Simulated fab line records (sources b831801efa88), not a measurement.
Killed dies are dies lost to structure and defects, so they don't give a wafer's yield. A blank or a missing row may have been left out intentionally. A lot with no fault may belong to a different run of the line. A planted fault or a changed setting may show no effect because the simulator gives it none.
Split-lot experiment -- flow sfq_line -- on a route of 325 steps: 5 lots, 23 wafers read

SPLIT DETAILS
At SFQ_TRILAYER_R5_DEP_SPUTTER_133 (material MoNx, target thk 40 nm, time 66.7 s), the setting power_w was moved away from the recipe's 1000 W on 10 of the 23 wafers read, by -11.2% to +10.8%. The other wafers ran this setting at the recipe's value.

FROM THE SPLIT TO THE READING: what the file shows between them, 2 steps
- SFQ_TRILAYER_R5_DEP_SPUTTER_134: material Ti, target thk 5 nm, time 5 s
- SFQ_R5_RS_MEAS_933: measures by four-point-probe

THE READING
R5_MONX_THK, in nm, at SFQ_R5_THK_MEAS_934 (measures by xrf). On this fab line, fault-free wafers typically give 39.9 nm with a standard deviation of 0.49 nm.

wafer,"tool, chamber at the split","power_w as run, W",against the recipe,"R5_MONX_THK, nm",against lot-mates on the recipe
L078.2,"pvd_sputter-04, -",1000,recipe,40.2,-
L078.3,"pvd_sputter-04, -",1000,recipe,39.7,-
L078.4,"pvd_sputter-04, -",1000,recipe,39.6,-
L078.5,"pvd_sputter-04, -",895.8,-10.4%,35.8,-4.0
L078.6,"pvd_sputter-04, -",895.8,-10.4%,35.5,-4.3
L079.1,"pvd_sputter-04, -",1000,recipe,40.5,-
L079.2,"pvd_sputter-04, -",1000,recipe,40.2,-
L079.3,"pvd_sputter-04, -",1000,recipe,40.3,-
L081.1,"pvd_sputter-04, -",1000,recipe,40.2,-
L081.2,"pvd_sputter-04, -",887.8,-11.2%,35.9,-4.4
L081.4,"pvd_sputter-04, -",1000,recipe,40.3,-
L081.5,"pvd_sputter-04, -",1000,recipe,40.3,-
L081.6,"pvd_sputter-04, -",887.8,-11.2%,35.3,-5.0
L083.1,"pvd_sputter-05, -",1000,recipe,40.1,-
L083.3,"pvd_sputter-05, -",1000,recipe,39.5,-
L083.4,"pvd_sputter-05, -",954.8,-4.5%,37.8,-2.0
L083.5,"pvd_sputter-05, -",954.8,-4.5%,37.9,-1.9
L083.6,"pvd_sputter-05, -",954.8,-4.5%,38.2,-1.6
L084.1,"pvd_sputter-05, -",1108,+10.8%,44.2,+4.5
L084.2,"pvd_sputter-05, -",1000,recipe,39.7,-
L084.3,"pvd_sputter-05, -",1000,recipe,39.8,-
L084.5,"pvd_sputter-05, -",1108,+10.8%,43.8,+4.0
L084.6,"pvd_sputter-05, -",1108,+10.8%,43.5,+3.8

THE FIT
A straight line over all 23 wafers: R5_MONX_THK changes by +0.385 nm for each +1% of power_w; r = +0.99; the points scatter about the line by 0.34 nm.
The same after taking each lot's own level away (the mean of its wafers on the recipe; 23 wafers): +0.395 nm for each +1%; r = +1.00; scatter 0.23 nm.
According to that fit, moving power_w by its largest amount changes the reading by 4.4 nm.
The span of the lots' own levels, 39.75 to 40.33 nm, comes to 1.2 times the standard deviation stated above.
The two slopes are in agreement: the lot-to-lot level therefore moves the slope only a little.
Check: with one of the wafers moved furthest among these (-11.2%) left out of the fit, the line predicts -4.51 nm for it against its lot-mates. It came out at -4.37 nm against them.

OTHER SPLITS APPLIED TO THESE WAFERS
These wafers also went through other splits before the reading. Each is held against what the fit with the lots' levels taken away leaves over:
other split on the same wafers,wafers away from the commonest value,r with R5_MONX_THK (lot level and that fit taken away)
SFQ_TRILAYER_JJ_TRILAYER_DEP_SPUTTER_112 time_s,8,+0.08
SFQ_TRILAYER_JJ_CE_LITHO_PEB_117 peb_time_s,6,+0.10
SFQ_TRILAYER_JJ_CE_BARC_OPEN_RIE_150 pressure_mtorr,15,-0.02
SFQ_TRILAYER_M5_LITHO_EXPOSE_124 dose_mj,4,+0.34
SFQ_TRILAYER_A5B_DEP_PECVD_129 time_s,5,+0.04

THE WHOLE CHAIN: every reading that the file lists as answering this split, in the file's order
step,what it does,reading,change (the file's fit),r (the file's)
SFQ_TRILAYER_R5_DEP_SPUTTER_133,"material MoNx, target thk 40 nm, time 66.7 s","MoNx_of_TRILAYER_R5_DEP_SPUTTER_133.thk_nm (the simulator's own value, which no gauge read)",+0.405 nm for each +1% of the setting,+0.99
SFQ_R5_RS_MEAS_933,measures by four-point-probe,R5_MONX_RS,-0.07 for each +1% of the setting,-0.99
SFQ_R5_THK_MEAS_934,measures by xrf,R5_MONX_THK,+0.4 for each +1% of the setting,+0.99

THE FILE'S OWN FIT
R5_MONX_THK changes by +0.4 nm for each +1% of power_w, r = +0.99.
